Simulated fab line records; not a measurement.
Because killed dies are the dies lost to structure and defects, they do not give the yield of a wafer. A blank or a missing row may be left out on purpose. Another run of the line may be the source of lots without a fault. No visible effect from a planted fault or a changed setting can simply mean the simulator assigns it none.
Which tool was responsible? | flow sky130 | 36 wafers from 12 lots sampled at 4 of the route's 708 steps

## WHAT THE GAUGES READ, wafer by wafer
SKY_VIA3_THK_MEAS_23: measures by xrf.
lot  | measured     | on            | VIA3_W_THK (nm)
L966 | day 40 01:47 | film_metro-02 | 396 405 392
L967 | day 40 10:01 | film_metro-01 | 397 387 396
L968 | day 40 14:05 | film_metro-04 | 401 402 395
L969 | day 41 00:52 | film_metro-04 | 396 398 397
L970 | day 41 05:58 | film_metro-04 | 390 399 405
L972 | day 41 22:14 | film_metro-02 | 386 395 396
L973 | day 42 06:37 | film_metro-01 | 404 394 396
L974 | day 42 19:23 | film_metro-04 | 393 398 400
L983 | day 44 22:59 | film_metro-02 | 398 396 391
L984 | day 45 03:22 | film_metro-02 | 400 396 401
L985 | day 45 11:16 | film_metro-02 | 399 402 393
L986 | day 45 12:06 | film_metro-01 | 401 399 394

SKY_PAD_OPEN_BOW_MEAS_13.
lot  | measured     | on            | PAD_OPEN_BOW (um)
L966 | day 46 02:26 | film_metro-02 | 49 51 52
L967 | day 46 11:34 | film_metro-03 | 58 50 48
L968 | day 46 13:13 | film_metro-02 | 42 26 46
L969 | day 46 22:06 | film_metro-02 | 50 58 48
L970 | day 47 02:50 | film_metro-03 | 39 36 33
L972 | day 47 14:38 | film_metro-02 | 46 40 46
L973 | day 47 21:13 | film_metro-03 | 40 36 33
L974 | day 48 09:44 | film_metro-04 | 59 45 53
L983 | day 50 03:16 | film_metro-02 | 57 43 44
L984 | day 50 04:23 | film_metro-02 | 53 39 50
L985 | day 50 11:54 | film_metro-03 | 48 48 54
L986 | day 50 13:48 | film_metro-02 | 49 52 47

## WHAT TOOL EACH LOT RAN ON (gives the tool, then ch and the chambers of the sampled wafers, and finally the start)
lot  | SKY_CAP2M_CVD_00                | SKY_PAD_OPEN_ETCH_07
L966 | pecvd-03 ch 0,2, day 40 02:16   | rie_diel-01 ch 1,2, day 45 23:51
L967 | pecvd-04 ch 0,1, day 40 10:31   | rie_diel-02 ch 0,1,2, day 46 09:08
L968 | pecvd-03 ch 0,2, day 40 14:35   | rie_diel-01 ch 1,3, day 46 10:58
L969 | pecvd-04 ch 0,1,2, day 41 01:22 | rie_diel-02 ch 1,2,3, day 46 19:34
L970 | pecvd-04 ch 0,1,2, day 41 06:28 | rie_diel-03 ch 0,2, day 47 00:35
L972 | pecvd-02 ch 1,2, day 41 22:44   | rie_diel-01 ch 0,2, day 47 12:25
L973 | pecvd-04 ch 1,2, day 42 07:08   | rie_diel-02 ch 1,2,3, day 47 18:30
L974 | pecvd-02 ch 0,2, day 42 19:53   | rie_diel-03 ch 0,2, day 48 07:32
L983 | pecvd-04 ch 0,2, day 44 23:28   | rie_diel-02 ch 0,1, day 50 01:02
L984 | pecvd-04 ch 0,1, day 45 03:52   | rie_diel-03 ch 0,2,3, day 50 02:11
L985 | pecvd-03 ch 1,2, day 45 11:59   | rie_diel-02 ch 0,2,3, day 50 09:42
L986 | pecvd-02 ch 1,2, day 45 12:37   | rie_diel-02 ch 1,2, day 50 11:34
- SKY_CAP2M_CVD_00: deposits SiO2, target thk 15.5 nm.
- SKY_PAD_OPEN_ETCH_07: etches the open film in CF4/O2, stops on AlCu, target depth 725 nm, time 161.1 s.

## WHAT THE TOOLS THEMSELVES READ (means of the sampled wafers that have a number; where no wafer has one, the mark that the record gives instead)
SKY_CAP2M_CVD_00.
lot  | tool     | heater_power_w (W)
L966 | pecvd-03 | 759
L967 | pecvd-04 | 786
L968 | pecvd-03 | 736
L969 | pecvd-04 | 762
L970 | pecvd-04 | 785
L972 | pecvd-02 | 687
L973 | pecvd-04 | 691
L974 | pecvd-02 | 797
L983 | pecvd-04 | 745
L984 | pecvd-04 | 820
L985 | pecvd-03 | 694
L986 | pecvd-02 | 760

SKY_PAD_OPEN_ETCH_07.
lot  | tool        | drypump_motor_current_A (A) | oes_product_au (a.u.) | throttle_valve_pct (%)
L966 | rie_diel-01 | 5.8                         | 0.974                 | 5.966
L967 | rie_diel-02 | 5.2                         | 0.978                 | 5.975
L968 | rie_diel-01 | 5.6                         | 0.978                 | 5.968
L969 | rie_diel-02 | 5.7                         | 0.972                 | 5.961
L970 | rie_diel-03 | 5.0                         | 0.980                 | 5.966
L972 | rie_diel-01 | 6.0                         | 0.970                 | 5.973
L973 | rie_diel-02 | 5.7                         | 0.976                 | 5.957
L974 | rie_diel-03 | 5.5                         | 0.976                 | 5.971
L983 | rie_diel-02 | 5.1                         | 0.981                 | 5.972
L984 | rie_diel-03 | 5.4                         | 0.966                 | 5.960
L985 | rie_diel-02 | 5.7                         | 0.980                 | 5.963
L986 | rie_diel-02 | 5.4                         | 0.977                 | 5.967

## THE ANSWER, worked out from the rows above alone
Rule: usual is defined by the lots themselves. The widest of any qualifying gaps counts: lots, ordered by their means at a reading, are off when they make up no more than a third of the lots, leave a main group of 4 or more, and stand apart from it by 3 or more times the standard deviation of that group's means. If all means in a main group match to the digits the tables above print for the reading, that group is not used. Also off: a lot with no number at a reading for which 4 or more lots have one. Where the step has rows for the other lots, those lots are counted as sound. After the gauges, taken in route order, come the tools' own readings; for these a lot's mean is taken, as printed above. At the first step where some lot is off, the reading lying furthest off is the one used; lots without a number count as furthest.
No lot is off on any of the readings shown, so nothing can be concluded from this.

## WHAT THE SIMULATOR HAD PUT IN
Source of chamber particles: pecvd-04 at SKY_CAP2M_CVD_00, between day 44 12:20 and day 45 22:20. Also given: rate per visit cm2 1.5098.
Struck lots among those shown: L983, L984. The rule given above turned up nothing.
